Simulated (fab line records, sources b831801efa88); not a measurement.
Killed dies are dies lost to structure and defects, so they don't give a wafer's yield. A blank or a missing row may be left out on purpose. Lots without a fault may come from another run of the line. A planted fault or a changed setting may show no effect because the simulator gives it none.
A struck lot beside a sound one | flow sky130 | 15 steps out of a route of 708
Sound: wafers L956.1, L956.3, L956.5. Struck: wafers L960.1, L960.3, L960.4. The cause comes at the end.
At each step with rows: each side's tool, then ch and its chambers, then its first start. Under that, the readings that differ: sound wafers | struck wafers | difference of the means | sigmas: that difference in standard deviations of wafers without a fault.
alike: readings whose means differ by less than 2 such deviations, and words and numbers that are the same on both sides. not compared: withheld readings, readings that some wafer has no value for, bounds like >300 that may hide the same value, and numbers for which the record gives no deviation and whose values overlap.
The two part at a step that has a row with sigmas, a row that says differs or no value, or rows on one side only. Numbers that don't overlap but have no deviation are shown without sigmas and don't part them. A reading that every wafer of one side lacks parts them only if that side has two wafers or more.

first, 6 steps without rows for these wafers: SKY_GATE_OXIDE_HMDS_04 (prime time 60 s); SKY_GATE_OXIDE_COAT_05 (resist thk 1140 nm); SKY_GATE_OXIDE_SOFTBAKE_06 (time 60 s); SKY_GATE_OXIDE_EXPOSE_07 (exposes mask LVOM, target cd 600 nm); SKY_GATE_OXIDE_PEB_08; SKY_GATE_OXIDE_DEVELOP_09 (develop time 60 s).
SKY_GATE_OXIDE_OVL_MEAS_10:
  sound on overlay-02, day 16 11:16; struck on overlay-02, day 18 13:59
  alike: GATE_OXIDE_OVL
then, 2 steps without rows for these wafers: SKY_GATE_OXIDE_IMPLANT_11; SKY_GATE_OXIDE_WET_ETCH_12 (etches SiO2 in dHF, target depth 16.8 nm, time 336 s).
SKY_GATE_OXIDE_STRIP_13: strips in O2/N2.
  sound on plasma_asher-02 ch 0,1, day 16 11:33; struck on plasma_asher-02 ch 0,1, day 18 14:16
  alike: drypump_motor_current_A, oes_product_au, strip_time_to_endpoint_s
  not compared: rf_hours_counter_h
SKY_GATE_OXIDE_TW_MEAS_14:
  sound on film_metro-04, day 16 11:39; struck on film_metro-03, day 18 14:22
  alike: GATE_OXIDE_TW
then, 1 step without rows for these wafers: SKY_GATE_OXIDE_CLEAN_15 (cleans in SC1/SC2, time 150 s).
SKY_GATE_OXIDE_OXIDATION_16: stabilise 600 s, purge 300 s, target thk 3.57 nm.
  sound on furnace-02 ch 0, day 16 11:55; struck on furnace-02 ch 0, day 18 14:29
  reading                                           | sound             | struck            | difference | sigmas
  spike_tc_bottom_C (C)                             | 820.2 818.1 821.7 | 825.2 826.8 827.1 | +6.4       | +3
  spike_tc_centre_C (C)                             | 801.2 800.8 801.1 | 804.6 807.6 804.4 | +4.5       | +4
  spike_tc_lower_C (C)                              | 802.0 801.6 800.4 | 765.0 764.3 765.8 | -36.3      | -28
  zone_power_bottom_pct (%)                         | 23.4 23.5 23.5    | 28.0 28.5 28.3    | +4.8       | +5
  zone_power_centre_pct (%)                         | 15.9 15.4 15.6    | 21.0 21.6 21.3    | +5.7       | +7
  zone_power_lower_pct (%)                          | 14.8 14.7 14.9    | 2.6 2.8 2.7       | -12.1      | -8
  model.SiO2_of_GATE_OXIDE_OXIDATION_01.thk_nm (nm) | 11.65 11.61 11.68 | 11.06 11.01 11.11 | -0.59      |
  alike: ramp_up_c_per_min
then, 1 step without rows for these wafers: SKY_POLY_GATE_CVD_00 (deposits poly-Si, target thk 180 nm, time 720 s).
-- the record jumps here: 30 days lie between the struck wafers' starts before and after (it left off in module POLY_GATE and takes up again in module PAD_OPEN, whose first step shown is number 708 of the route) --
SKY_PAD_OPEN_PROBE_99:
  sound on prober-02, day 47 21:41; struck on prober-01, day 49 01:10
  reading                                   | sound             | struck            | difference | sigmas
  model.etest.pfet_01v8.r_on_ohm_um         | 2939 2928 2888    | 2784 2831 2784    | -119       |
  model.etest.pfet_g5v0d10v5.r_on_ohm_um    | 4689 4707 4708    | 4642 4637 4636    | -63        |
  model.etest.nfet_01v8_lvt.drive_ua_um     | 566 581.9 580.5   | 631.4 619.2 621.4 | +47.9      |
  model.etest.nfet_01v8_turned.drive_ua_um  | 497.9 513.4 505.1 | 555.4 551.4 555.4 | +48.6      |
  model.etest.nfet_01v8_swapped.drive_ua_um | 498.9 509.8 511.7 | 553.7 547.2 551.2 | +43.9      |
  model.etest.nfet_01v8.drive_ua_um         | 494.6 512.4 509.8 | 560.5 548.8 548.2 | +46.9      |
  model.etest.nfet_01v8.r_on_ohm_um         | 839.6 824.7 820   | 770.2 782.8 785.7 | -48.5      |
  model.etest.sram_nfet_pass.drive_ua_um    | 492.2 505.6 517.5 | 535.8 536.7 534.7 | +30.6      |
  alike: killed_at_M0_to_M3, killed_at_M4_up, killed_at_contacts, killed_at_front_end, killed_at_other, killed_dies, killed_open, killed_short

WHERE THEY PART
Only at SKY_GATE_OXIDE_OXIDATION_16, within this record. Later steps at which nothing parts them and some readings are alike: SKY_PAD_OPEN_PROBE_99.

WHY: what the simulator had put in
Process parameter drift: furnace-02, from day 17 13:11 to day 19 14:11, at SKY_GATE_OXIDE_OXIDATION_16. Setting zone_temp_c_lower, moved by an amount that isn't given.
